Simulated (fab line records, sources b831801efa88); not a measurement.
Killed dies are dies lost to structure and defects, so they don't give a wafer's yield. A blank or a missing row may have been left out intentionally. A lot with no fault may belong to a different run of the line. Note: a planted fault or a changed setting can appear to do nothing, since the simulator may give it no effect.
Chamber matching    flow sky130    cmp-02 running SKY_VIA2_CMP_02: 4 sister chambers
The step polishes SiO2. 4 wafers are shown with their chamber, then 11 later ones without.

## WAFERS PAIRED WITH THEIR CHAMBERS
wafer   chamber  motorCurrentA (A)
L085.1  3        14.6
L085.3  2        10.2
L085.4  1        12.4
L087.1  0        11.7

## WAFERS WITH NO CHAMBER GIVEN
wafer   motorCurrentA (A)
L087.5  10.0
L087.6  13.3
L089.1  14.3
L089.2  13.6
L089.6  12.0
L092.1  10.3
L092.4  14.4
L092.5  13.5
L093.4  11.6
L093.5  9.8
L093.6  14.8

## WHICH CHAMBER EACH ONE RAN IN
wafer   from the rows above           in truth
L087.5  2                             2
L087.6  can't be placed: 1 or 3 or 0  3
L089.1  3                             3
L089.2  can't be placed: 3 or 1 or 0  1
L089.6  can't be placed: 0 or 1       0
L092.1  2                             2
L092.4  3                             3
L092.5  can't be placed: 1 or 3 or 0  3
L093.4  can't be placed: 0 or 1       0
L093.5  2                             2
L093.6  3                             3
Correct placement for 6 of the 11. Cannot be placed on the basis of these rows: 5; the candidates contain the true chamber in 5. Wrongly placed: 0.
How it was worked out, from the rows above alone: a wafer's distance from a chamber is the root of the sum, over the readings, of the square of ((its reading less the chamber's mean) divided by the reading's scatter). If the next closest chamber is less than 2 further off than the closest, the wafer can't be placed; otherwise it belongs to the closest. A chamber's mean is the mean of its shown wafers. The scatter (one wafer shown for each chamber): square how far every hidden wafer sits from the nearest shown wafer, average those squares and take the square root.
